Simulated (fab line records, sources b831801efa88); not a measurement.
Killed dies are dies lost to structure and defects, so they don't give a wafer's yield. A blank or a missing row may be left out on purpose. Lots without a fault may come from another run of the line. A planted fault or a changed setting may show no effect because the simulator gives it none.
Chamber matching | flow gf180mcu | GF_PASSIVATION_ETCH_11 on rie_diel-01: 4 sister chambers
The step etches the open film in CF4/O2, stops on TiN, target depth 2040 nm, time 453.3 s. 16 wafers are shown with their chamber, then 8 later ones without.

WAFERS WITH THEIR CHAMBER
wafer  | chamber | drypump_motor_current_A (A) | oes_product_au (a.u.) | bias_w (W)
L076.2 | 2       | 5.4                         | 0.993                 | 155.5
L076.3 | 1       | 5.3                         | 0.987                 | 156.2
L076.6 | 0       | 6.4                         | 0.992                 | 155.2
L080.4 | 3       | 5.8                         | 0.992                 | 155.9
L080.5 | 3       | 5.8                         | 1.001                 | 155.9
L080.6 | 0       | 6.3                         | 0.992                 | 155.5
L081.1 | 1       | 5.3                         | 0.980                 | 155.5
L081.3 | 0       | 6.3                         | 0.984                 | 156.1
L081.6 | 2       | 5.4                         | 0.988                 | 155.3
L085.1 | 2       | 5.4                         | 0.991                 | 156.2
L085.2 | 1       | 5.3                         | 0.987                 | 156.2
L085.4 | 0       | 6.3                         | 0.994                 | 155.7
L089.3 | 2       | 5.4                         | 0.993                 | 155.6
L089.4 | 3       | 5.8                         | 0.988                 | 155.9
L089.5 | 1       | 5.3                         | 0.987                 | 155.4
L093.2 | 1       | 5.3                         | 0.990                 | 156.1

SIGNATURES (means of the wafers above)
reading                 | chamber 0 | chamber 1 | chamber 2 | chamber 3 | scatter within a chamber
drypump_motor_current_A | 6.325     | 5.300     | 5.400     | 5.800     | 0.025
oes_product_au          | 0.99050   | 0.98620   | 0.99125   | 0.99367   | 0.00427
bias_w                  | 155.625   | 155.880   | 155.650   | 155.900   | 0.354
Rule: a wafer's distance from a chamber is the root of the sum, over the readings, of the square of ((its reading less the chamber's mean) divided by the reading's scatter). The wafer belongs to the nearest chamber; if the next one is less than 2 further off, it can't be placed. The scatter: the root of (the sum of the squares of (reading less its chamber's mean) over the shown wafers, divided by (wafers less chambers)).

WAFERS WITHOUT THEIR CHAMBER
wafer  | drypump_motor_current_A (A) | oes_product_au (a.u.) | bias_w (W)
L093.4 | 5.4                         | 1.002                 | 155.4
L093.6 | 5.3                         | 0.998                 | 156.2
L095.1 | 5.9                         | 0.995                 | 156.0
L095.3 | 5.4                         | 0.986                 | 155.3
L095.4 | 5.9                         | 0.989                 | 155.0
L097.2 | 6.4                         | 0.989                 | 155.7
L097.4 | 5.4                         | 0.992                 | 156.4
L097.5 | 6.3                         | 0.999                 | 156.0

WHICH CHAMBER EACH WENT THROUGH
wafer  | from the rows above     | in truth
L093.4 | 2                       | 2
L093.6 | can't be placed: 1 or 2 | 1
L095.1 | 3                       | 3
L095.3 | 2                       | 2
L095.4 | 3                       | 3
L097.2 | 0                       | 0
L097.4 | 2                       | 2
L097.5 | 0                       | 0
Placed correctly: 7 of 8. Can't be placed from these rows: 1 (the true chamber is among the candidates in 1). Placed wrongly: 0.
